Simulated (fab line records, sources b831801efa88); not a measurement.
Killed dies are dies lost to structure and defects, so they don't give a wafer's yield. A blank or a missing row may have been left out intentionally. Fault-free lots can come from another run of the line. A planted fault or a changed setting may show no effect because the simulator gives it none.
fab line records | flow gf180mcu
record: lots: 12 wafers: 36 last_day: 33
route steps=602 shown PSD@261 NSD@262 V3@432
lots that met no fault: from a run of the same line without faults
start_h: start of the lot's first displayed wafer, in hours after the record's first day | wait_h: time in hours since the lot's previous step | " repeats the value in the row above | L1.1+2: a single row standing in for several wafers | - no value, or no start given | * or withheld: withheld | < > ~ a bound
route shown NAME@n: a module of which the file shows steps, and the number in the route of the first | usual: mean/standard deviation of fault-free wafers | same: alike in all rows | chamber/n: place in a boat | sites: per-site readings | _std_site: their standard deviation | _edge_site: mean of outer sites minus mean of inner sites | radius_mm: how far each site lies from the wafer's centre | mask NAME#n: copy n | behind: the most recent tool/chamber to have shaped the wafer | hold: why the lot went on hold/how many hours it stayed there/how the hold came to an end | device: the transistor (n, p or np) that didn't switch | end of line: the route-end tests of the same wafers | for a step that has no rows: nothing shown but its recipe | killed: count of dies lost to structure and defects at first sort (not the wafer's yield) | map: shows each die of a wafer: x if killed, . if not, _ if none is there
set.NAME: the run value of the setting; set.NAME@STEP: its run value at that earlier step | model.NAME: the simulator's own value behind a step, which no gauge read
a sample of lots followed through the steps of the route, with each step as a table and each wafer as a row
services: when a tool's chamber went out of use (start_h, in hours from the record's first day, below 0 if earlier), for how many hours, and the reason
== steps ==
step: GF_PSD_RTA_13
recipe: temp_c: 1025 time_s: 20 ambient: N2
usual: chamber_o2_ppm: 1.999/0.025 lamp_power_pct: 32.4/1 wafer_temp_C_max: 1030/3.1
columns lot.wafer tool chamber start_h wait_h chamber_o2_ppm lamp_power_pct wafer_temp_C_max
L656.2 rtp_anneal-02 0 316.19 0.0 2.008 31.2 1034
L656.3 " 0 " " 2.011 31.2 1033
L656.5 " 0 " " 2.020 31.2 1033
L659.1 rtp_anneal-02 0 342.75 0.0 2.003 31.2 1031
L659.2 " 0 " " 2.030 31.3 1034
L659.4 " 0 " " 2.020 31.3 1032
L661.1 rtp_anneal-01 0 355.43 0.0 2.021 33.3 1028
L661.3 " 0 " " 2.001 33.3 1027
L661.5 " 0 " " 2.006 33.2 1027
L663.2 rtp_anneal-01 0 377.30 0.0 2.011 33.3 1026
L663.4 " 0 " " 1.987 33.3 1028
L663.5 " 0 " " 2.010 33.3 1028
L664.1 rtp_anneal-02 0 385.73 0.0 1.968 31.3 1034
L664.3 " 0 " " 1.953 31.2 1034
L664.6 " 0 " " 1.970 31.3 1034
L665.1 rtp_anneal-02 0 390.44 0.0 1.966 31.2 1032
L665.3 " 0 " " 2.009 31.2 1037
L665.6 " 0 " " 1.961 31.3 1032
L667.1 rtp_anneal-02 0 410.74 0.0 2.043 31.2 1035
L667.3 " 0 " " 2.004 31.2 1035
L667.6 " 0 " " 2.015 31.3 1033
L668.1 rtp_anneal-01 0 421.57 0.0 2.007 33.3 1029
L668.2 " 0 " " 2.002 33.3 1028
L668.3 " 0 " " 2.019 33.3 1029
L670.1 rtp_anneal-01 0 443.48 0.0 1.982 33.3 1027
L670.4 " 0 " " 1.972 33.3 1027
L670.5 " 0 " " 1.972 33.3 1028
L671.1 rtp_anneal-01 0 450.44 0.0 2.016 33.3 1029
L671.5 " 0 " " 1.961 33.3 1028
L671.6 " 0 " " 1.988 33.3 1027
L672.3 rtp_anneal-01 0 461.91 0.0 2.010 33.3 1026
L672.5 " 0 " " 2.049 33.3 1028
L672.6 " 0 " " 2.020 33.3 1028
L673.1 rtp_anneal-01 0 464.59 0.0 2.007 33.3 1029
L673.2 " 0 " " 1.953 33.3 1028
L673.5 " 0 " " 1.999 33.3 1028
step: GF_PSD_RS_MEAS_14
recipe: thk_meas_gauge: four-point-probe
usual: NSD_RS: 46.15/0.097
columns lot.wafer tool chamber start_h wait_h NSD_RS[ohm/sq]
L656.2 film_metro-01 - 316.28 0.1 46.19
L656.3 " - " " 46.26
L656.5 " - " " 46.32
L659.1 film_metro-04 - 342.84 0.1 46.15
L659.2 " - " " 46.13
L659.4 " - " " 46.25
L661.1 film_metro-02 - 355.51 0.1 46.17
L661.3 " - " " 46.19
L661.5 " - " " 46.08
L663.2 film_metro-01 - 377.38 0.1 46.04
L663.4 " - " " 46.12
L663.5 " - " " 46.17
L664.1 film_metro-04 - 385.81 0.1 46.27
L664.3 " - " " 46.18
L664.6 " - " " 46.24
L665.1 film_metro-02 - 390.52 0.1 46.04
L665.3 " - " " 45.91
L665.6 " - " " 45.93
L667.1 film_metro-02 - 410.82 0.1 46.06
L667.3 " - " " 46.03
L667.6 " - " " 45.98
L668.1 film_metro-04 - 421.65 0.1 46.21
L668.2 " - " " 46.20
L668.3 " - " " 46.20
L670.1 film_metro-04 - 443.56 0.1 46.25
L670.4 " - " " 46.11
L670.5 " - " " 46.20
L671.1 film_metro-04 - 450.52 0.1 42.45
L671.5 " - " " 42.61
L671.6 " - " " 42.66
L672.3 film_metro-01 - 462.01 0.1 42.80
L672.5 " - " " 42.70
L672.6 " - " " 42.74
L673.1 film_metro-02 - 464.67 0.1 42.67
L673.2 " - " " 42.48
L673.5 " - " " 42.61
step: GF_PSD_RS_MEAS_15
recipe: thk_meas_gauge: four-point-probe
usual: PSD_RS: 108.63/0.3
columns lot.wafer tool chamber start_h wait_h PSD_RS[ohm/sq]
L656.2 film_metro-01 - 316.40 0.1 108.67
L656.3 " - " " 108.65
L656.5 " - " " 108.74
L659.1 film_metro-04 - 342.96 0.1 108.75
L659.2 " - " " 108.92
L659.4 " - " " 108.83
L661.1 film_metro-02 - 355.63 0.1 108.28
L661.3 " - " " 108.19
L661.5 " - " " 108.54
L663.2 film_metro-01 - 377.50 0.1 108.33
L663.4 " - " " 108.28
L663.5 " - " " 108.53
L664.1 film_metro-04 - 385.93 0.1 108.90
L664.3 " - " " 108.98
L664.6 " - " " 108.77
L665.1 film_metro-02 - 390.64 0.1 108.06
L665.3 " - " " 107.77
L665.6 " - " " 108.22
L667.1 film_metro-02 - 410.94 0.1 108.68
L667.3 " - " " 108.54
L667.6 " - " " 108.40
L668.1 film_metro-04 - 421.77 0.1 108.35
L668.2 " - " " 108.73
L668.3 " - " " 108.59
L670.1 film_metro-04 - 443.68 0.1 108.99
L670.4 " - " " 108.85
L670.5 " - " " 108.76
L671.1 film_metro-04 - 450.64 0.1 98.65
L671.5 " - " " 99.07
L671.6 " - " " 99.01
L672.3 film_metro-01 - 462.13 0.1 98.63
L672.5 " - " " 98.50
L672.6 " - " " 98.45
L673.1 film_metro-02 - 464.79 0.1 98.38
L673.2 " - " " 98.44
L673.5 " - " " 98.57
step: GF_V3_THK_MEAS_03
recipe: reads: SiO2_of_V3_CVD_02
usual: V3_CVD_02_THK: 828/10
columns lot.wafer tool chamber start_h wait_h V3_CVD_02_THK[nm]
L656.2 film_metro-04 - 487.42 0.0 817
L656.3 " - " " 816
L656.5 " - " " 824
L659.1 film_metro-02 - 513.72 0.0 829
L659.2 " - " " 818
L659.4 " - " " 835
L661.1 film_metro-02 - 531.13 0.0 824
L661.3 " - " " 823
L661.5 " - " " 827
L663.2 film_metro-02 - 555.42 0.0 822
L663.4 " - " " 843
L663.5 " - " " 834
L664.1 film_metro-02 - 559.80 0.0 809
L664.3 " - " " 815
L664.6 " - " " 822
L665.1 film_metro-03 - 563.37 0.0 824
L665.3 " - " " 822
L665.6 " - " " 840
L667.1 film_metro-02 - 584.85 0.0 818
L667.3 " - " " 825
L667.6 " - " " 824
L668.1 film_metro-03 - 598.16 0.0 829
L668.2 " - " " 825
L668.3 " - " " 820
L670.1 film_metro-03 - 613.15 0.0 832
L670.4 " - " " 852
L670.5 " - " " 840
L671.1 film_metro-02 - 623.28 0.0 837
L671.5 " - " " 845
L671.6 " - " " 831
L672.3 film_metro-04 - 628.33 0.1 831
L672.5 " - " " 845
L672.6 " - " " 841
L673.1 film_metro-02 - 630.90 0.0 838
L673.2 " - " " 825
L673.5 " - " " 844
step: GF_V3_STRIP_18
recipe: chemistry: O2/N2 power_w: 1400 pressure_mtorr: 1500 platen_temp_c: 250 o2_flow_sccm: 3000 n2_flow_sccm: 300 overash_fraction: 0.5
usual: drypump_motor_current_A: 5.8/0.35 heater_power_w: 348/32 oes_product_au: 0.594/0.005
columns lot.wafer tool chamber start_h wait_h drypump_motor_current_A heater_power_w oes_product_au rf_hours_counter_h
L656.2 plasma_asher-01 1 512.26 - 6.1 389 0.586 42
L656.3 " 1 " " 6.1 395 0.602 -
L656.5 " 1 " " 6.1 397 0.596 -
L659.1 plasma_asher-01 0 537.71 - 5.6 332 0.598 45
L659.2 " 1 " " 6.1 393 0.594 45
L659.4 " 0 " " 5.6 322 0.600 -
L661.1 plasma_asher-02 1 553.93 - 5.3 332 0.593 13
L661.3 " 0 " " 6.2 304 0.597 -
L661.5 " 0 " " 6.2 307 0.591 -
L663.2 plasma_asher-03 0 578.53 - 5.9 359 0.601 76
L663.4 " 0 " " 5.9 360 0.591 -
L663.5 " 1 " " 5.3 370 0.596 -
L664.1 plasma_asher-03 0 582.68 - 5.9 353 0.597 77
L664.3 " 1 " " 5.3 361 0.596 -
L664.6 " 0 " " 5.9 364 0.598 -
L665.1 plasma_asher-01 0 585.83 - 5.6 322 0.589 50
L665.3 " 1 " " 6.1 395 0.598 -
L665.6 " 1 " " 6.1 403 0.586 -
L667.1 plasma_asher-03 1 607.08 - 5.3 370 0.597 80
L667.3 " 1 " " 5.3 365 0.599 -
L667.6 " 1 " " 5.3 371 0.594 -
L668.1 plasma_asher-01 1 619.58 - 6.1 394 0.604 53
L668.2 " 0 " " 5.6 335 0.596 53
L668.3 " 0 " " 5.6 326 0.595 -
L670.1 plasma_asher-01 1 634.46 - 6.1 393 0.599 55
L670.4 " 1 " " 6.1 397 0.593 -
L670.5 " 1 " " 6.1 393 0.592 -
L671.1 plasma_asher-01 1 644.38 - 6.1 396 0.593 56
L671.5 " 1 " " 6.1 390 0.594 -
L671.6 " 0 " " 5.6 323 0.601 -
L672.3 plasma_asher-03 1 648.92 - 5.3 378 0.595 -
L672.5 " 0 " " 5.9 354 0.591 -
L672.6 " 1 " " 5.3 364 0.591 -
L673.1 plasma_asher-02 1 651.93 - 5.4 334 0.603 24
L673.2 " 0 " " 6.2 307 0.600 24
L673.5 " 0 " " 6.2 299 0.591 -
step: GF_V3_RS_MEAS_24
recipe: thk_meas_gauge: four-point-probe reads: W_of_V3_CVD_23+TiN_of_V3_SPUTTER_22+Ti_of_V3_SPUTTER_21
usual: V3_W_RS: 0.326/0.003
columns lot.wafer tool chamber start_h wait_h V3_W_RS[ohm/sq]
L656.2 film_metro-02 - 513.02 0.1 0.324
L656.3 " - " " 0.329
L656.5 " - " " 0.331
L659.1 film_metro-02 - 538.58 0.2 0.324
L659.2 " - " " 0.326
L659.4 " - " " 0.325
L661.1 film_metro-02 - 554.71 0.1 0.324
L661.3 " - " " 0.328
L661.5 " - " " 0.326
L663.2 film_metro-04 - 579.30 0.1 0.325
L663.4 " - " " 0.331
L663.5 " - " " 0.322
L664.1 film_metro-03 - 583.44 0.1 0.333
L664.3 " - " " 0.327
L664.6 " - " " 0.327
L665.1 film_metro-02 - 586.62 0.1 0.323
L665.3 " - " " 0.324
L665.6 " - " " 0.329
L667.1 film_metro-04 - 607.84 0.1 0.320
L667.3 " - " " 0.323
L667.6 " - " " 0.327
L668.1 film_metro-03 - 620.38 0.1 0.324
L668.2 " - " " 0.327
L668.3 " - " " 0.321
L670.1 film_metro-02 - 635.21 0.1 0.330
L670.4 " - " " 0.332
L670.5 " - " " 0.330
L671.1 film_metro-02 - 645.13 0.1 0.322
L671.5 " - " " 0.322
L671.6 " - " " 0.329
L672.3 film_metro-04 - 649.72 0.1 0.329
L672.5 " - " " 0.328
L672.6 " - " " 0.332
L673.1 film_metro-03 - 652.75 0.1 0.329
L673.2 " - " " 0.323
L673.5 " - " " 0.326
== services ==
columns tool chamber start_h hours kind
plasma_asher-02 - 374.66 0.7 repair
plasma_asher-02 - 421.25 9.0 pm
plasma_asher-02 0 421.25 9.0 vent_cycle
plasma_asher-02 1 421.25 9.0 vent_cycle
plasma_asher-02 0 430.25 - clean
plasma_asher-02 1 430.25 - clean
rtp_anneal-02 - 570.41 4.6 pm
rtp_anneal-01 - 584.28 3.1 pm
plasma_asher-03 - 625.62 6.0 repair
plasma_asher-01 - 645.07 1.0 repair
== key ==
first_sign: step: GF_PSD_RS_MEAS_14 reading: NSD_RS direction: down sigmas: 36 usual: 46.15 struck: 42.64
effect: step: GF_PSD_RS_MEAS_15 reading: PSD_RS direction: down sigmas: 34 usual: 108.63 struck: 98.63
met_at GF_PSD_RTA_13
struck_lots L671,L672,L673
tester_left_out L671,L672,L673
not_acting_at GF_V3_THK_MEAS_03,GF_V3_STRIP_18,GF_V3_RS_MEAS_24
onset_between 443.48 450.44
also_fits time
fault: kind: process_parameter_drift tool: rtp_anneal-01 chamber: - onset_h: 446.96 steps: GF_PSD_RTA_13 channel: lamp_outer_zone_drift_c offset: 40 shape: step end_h: 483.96
tester_left_out: of these lots the tester's yield and bins aren't shown, on N5 and GAA mostly nor the transistor test; their killed dies are dies lost to structure and defects alone, not to doping, threshold or leakage, so they don't give the yield
